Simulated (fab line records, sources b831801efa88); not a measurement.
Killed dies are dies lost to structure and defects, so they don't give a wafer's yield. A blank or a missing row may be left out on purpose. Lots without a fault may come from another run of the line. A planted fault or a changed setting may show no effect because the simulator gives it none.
Which tool did it? | flow sfq_line | 14 lots, 42 wafers sampled, at 5 steps of a route of 325

WHAT THE GAUGES READ, wafer by wafer
The record holds no reading of a measuring or inspecting step that can be judged against a usual standard deviation.

WHICH TOOL RAN EACH LOT (tool, then ch and the chambers of the sampled wafers, then the start)
lot  | SFQ_TRILAYER_I3_DEP_PECVD_081   | SFQ_TRILAYER_M4_STRIP_STRIP_097   | SFQ_TRILAYER_I4_VIA_LITHO_COAT_108 | SFQ_TRILAYER_I4_VIA_BARC_OPEN_VIA_ETCH_146 | SFQ_TRILAYER_JJ_CE_METRO_MEASURE_117
L369 | pecvd-02 ch 1,2, day 36 15:47   | rie_metal-01 ch 0,1, day 48 18:27 | litho_track-04 ch 0, day 49 07:51  | rie_diel-02 ch 0,1, day 52 03:19           | cd_sem-01, day 55 03:22
L370 | pecvd-02 ch 1,2, day 39 05:36   | rie_metal-04 ch 0, day 49 10:03   | litho_track-01 ch 0, day 50 12:46  | rie_diel-03 ch 1,2,3, day 53 13:01         | cd_sem-02, day 55 06:59
L371 | pecvd-01 ch 0,1,2, day 39 08:00 | rie_metal-01 ch 0,1, day 49 13:51 | litho_track-01 ch 0, day 50 15:52  | rie_diel-04 ch 0,3, day 53 16:37           | cd_sem-01, day 55 08:34
L372 | pecvd-03 ch 0,1, day 39 10:23   | rie_metal-01 ch 0,1, day 49 16:15 | litho_track-02 ch 0, day 50 16:55  | rie_diel-03 ch 0,1,3, day 53 19:01         | cd_sem-02, day 55 09:56
L373 | pecvd-01 ch 0,1,2, day 39 20:30 | rie_metal-01 ch 1, day 49 22:14   | litho_track-01 ch 0, day 50 21:46  | rie_diel-03 ch 0,1,3, day 53 22:37         | cd_sem-01, day 55 10:34
L374 | pecvd-02 ch 1,2, day 46 01:42   | rie_metal-02 ch 0,1, day 53 10:47 | litho_track-04 ch 0, day 55 05:52  | rie_diel-03 ch 1,3, day 55 12:58           | cd_sem-02, day 60 03:38
L375 | pecvd-03 ch 0,1,2, day 46 06:20 | rie_metal-04 ch 0,1, day 53 11:59 | litho_track-01 ch 0, day 55 08:26  | rie_diel-04 ch 1,2,3, day 55 14:10         | cd_sem-02, day 60 05:50
L384 | pecvd-01 ch 1,2, day 48 10:30   | rie_metal-04 ch 0,1, day 54 20:21 | litho_track-02 ch 0, day 56 15:47  | rie_diel-03 ch 1,2,3, day 56 18:04         | cd_sem-01, day 61 10:38
L385 | pecvd-02 ch 0,1, day 48 15:18   | rie_metal-04 ch 0,1, day 54 22:45 | litho_track-02 ch 0, day 56 21:50  | rie_diel-03 ch 2,3, day 57 00:04           | cd_sem-02, day 61 16:50
L386 | pecvd-03 ch 0,1,2, day 48 17:16 | rie_metal-02 ch 0, day 55 00:08   | litho_track-04 ch 0, day 56 21:49  | rie_diel-02 ch 0,2,3, day 61 11:50         | cd_sem-01, day 61 17:57
L388 | pecvd-02 ch 0,1,2, day 52 23:13 | rie_metal-04 ch 0,1, day 58 15:41 | litho_track-01 ch 0, day 59 19:41  | rie_diel-02 ch 1,2, day 64 09:33           | cd_sem-01, day 64 14:43
L389 | pecvd-02 ch 0,1, day 53 04:49   | rie_metal-02 ch 0,1, day 59 01:07 | litho_track-01 ch 0, day 60 01:35  | rie_diel-03 ch 1,2, day 64 21:33           | cd_sem-02, day 65 03:40
L390 | pecvd-02 ch 1,2, day 53 10:49   | rie_metal-02 ch 1, day 59 13:45   | litho_track-02 ch 0, day 60 13:36  | rie_diel-04 ch 0,2, day 65 11:57           | cd_sem-01, day 65 16:59
L391 | pecvd-01 ch 0,1,2, day 53 11:13 | rie_metal-04 ch 0,1, day 59 16:49 | litho_track-01 ch 0, day 60 16:33  | rie_diel-02 ch 0,1,2, day 65 15:33         | cd_sem-02, day 65 20:09
- SFQ_TRILAYER_I3_DEP_PECVD_081: deposits SiO2 from SiH4/N2O, time 111.11 s, target thk 500 nm.
- SFQ_TRILAYER_M4_STRIP_STRIP_097: strips in O2.
- SFQ_TRILAYER_I4_VIA_LITHO_COAT_108: resist thk 62 nm.
- SFQ_TRILAYER_I4_VIA_BARC_OPEN_VIA_ETCH_146: etches BARC in O2, target depth 125 nm, time 41.7 s.
- SFQ_TRILAYER_JJ_CE_METRO_MEASURE_117

WHAT THE TOOLS THEMSELVES READ (means of the sampled wafers that have a number; where no wafer has one, the mark that the record gives instead)
SFQ_TRILAYER_I3_DEP_PECVD_081.
lot  | tool     | heater_power_w (W) | throttle_valve_pct (%)
L369 | pecvd-02 | 71                 | 24.5
L370 | pecvd-02 | 69                 | 24.5
L371 | pecvd-01 | 83                 | 25.7
L372 | pecvd-03 | 82                 | 23.8
L373 | pecvd-01 | 87                 | 25.7
L374 | pecvd-02 | 62                 | 25.9
L375 | pecvd-03 | 75                 | 24.4
L384 | pecvd-01 | 85                 | 22.5
L385 | pecvd-02 | 63                 | 26.2
L386 | pecvd-03 | 77                 | 24.7
L388 | pecvd-02 | 71                 | 25.5
L389 | pecvd-02 | 71                 | 25.6
L390 | pecvd-02 | 62                 | 26.4
L391 | pecvd-01 | 82                 | 22.9

SFQ_TRILAYER_M4_STRIP_STRIP_097.
lot  | tool         | drypump_motor_current_A (A) | oes_product_au (a.u.)
L369 | rie_metal-01 | 5.59                        | 1.000
L370 | rie_metal-04 | 5.79                        | 1.008
L371 | rie_metal-01 | 5.59                        | 1.004
L372 | rie_metal-01 | 5.60                        | 1.000
L373 | rie_metal-01 | 5.61                        | 1.015
L374 | rie_metal-02 | 5.60                        | 0.996
L375 | rie_metal-04 | 5.85                        | 0.990
L384 | rie_metal-04 | 5.83                        | 1.008
L385 | rie_metal-04 | 5.82                        | 1.000
L386 | rie_metal-02 | 5.74                        | 1.002
L388 | rie_metal-04 | 5.88                        | 0.998
L389 | rie_metal-02 | 5.58                        | 1.006
L390 | rie_metal-02 | 5.38                        | 1.003
L391 | rie_metal-04 | 5.87                        | 0.999

SFQ_TRILAYER_I4_VIA_BARC_OPEN_VIA_ETCH_146.
lot  | tool        | drypump_motor_current_A (A) | oes_product_au (a.u.)
L369 | rie_diel-02 | 5.7                         | 0.684
L370 | rie_diel-03 | 5.9                         | 0.680
L371 | rie_diel-04 | 6.2                         | 0.686
L372 | rie_diel-03 | 6.3                         | 0.692
L373 | rie_diel-03 | 6.2                         | 0.687
L374 | rie_diel-03 | 6.1                         | 0.681
L375 | rie_diel-04 | 5.8                         | 0.692
L384 | rie_diel-03 | 5.9                         | 0.636
L385 | rie_diel-03 | 5.5                         | 0.659
L386 | rie_diel-02 | 5.6                         | 0.680
L388 | rie_diel-02 | 5.3                         | 0.686
L389 | rie_diel-03 | 6.2                         | 0.678
L390 | rie_diel-04 | 5.5                         | 0.691
L391 | rie_diel-02 | 5.5                         | 0.685

SFQ_TRILAYER_JJ_CE_METRO_MEASURE_117.
lot  | tool      | cd_nm (nm)
L369 | cd_sem-01 | 697.8
L370 | cd_sem-02 | 701.5
L371 | cd_sem-01 | 701.1
L372 | cd_sem-02 | 699.1
L373 | cd_sem-01 | 700.1
L374 | cd_sem-02 | 700.0
L375 | cd_sem-02 | 700.0
L384 | cd_sem-01 | 698.5
L385 | cd_sem-02 | 698.2
L386 | cd_sem-01 | 701.9
L388 | cd_sem-01 | 698.6
L389 | cd_sem-02 | 701.4
L390 | cd_sem-01 | 701.6
L391 | cd_sem-02 | 698.9

THE ANSWER, worked out from the rows above alone
Rule: what is usual is taken from the lots themselves. Put in order of their means at a reading, lots are off if they are a third of the lots or fewer, leave a main group of 4 or more, and stand apart from it by a gap of 3 or more times the standard deviation of the main group's means; of several such gaps the widest counts. A main group whose means are all the same, to the digits that the tables above print for the reading, isn't used. A lot without any number at a reading at which 4 lots or more have one is off too. The other lots that the step has rows for count as sound. The gauges are gone through in route order, then the tools' own readings, and for those a lot's mean is taken as printed above. The first step at which some lot is off is used, and at that step the reading that is off furthest; a lot without a number counts as furthest.
Off: L384, L385, at SFQ_TRILAYER_I4_VIA_BARC_OPEN_VIA_ETCH_146 (oes_product_au). The main group: mean 0.685 a.u., standard deviation 0.0046.
A tool fits if, at that step or a process step before it, it ran every lot that is off, and no sound lot after the first of them. None of those tried fits.

WHAT THE SIMULATOR HAD PUT IN
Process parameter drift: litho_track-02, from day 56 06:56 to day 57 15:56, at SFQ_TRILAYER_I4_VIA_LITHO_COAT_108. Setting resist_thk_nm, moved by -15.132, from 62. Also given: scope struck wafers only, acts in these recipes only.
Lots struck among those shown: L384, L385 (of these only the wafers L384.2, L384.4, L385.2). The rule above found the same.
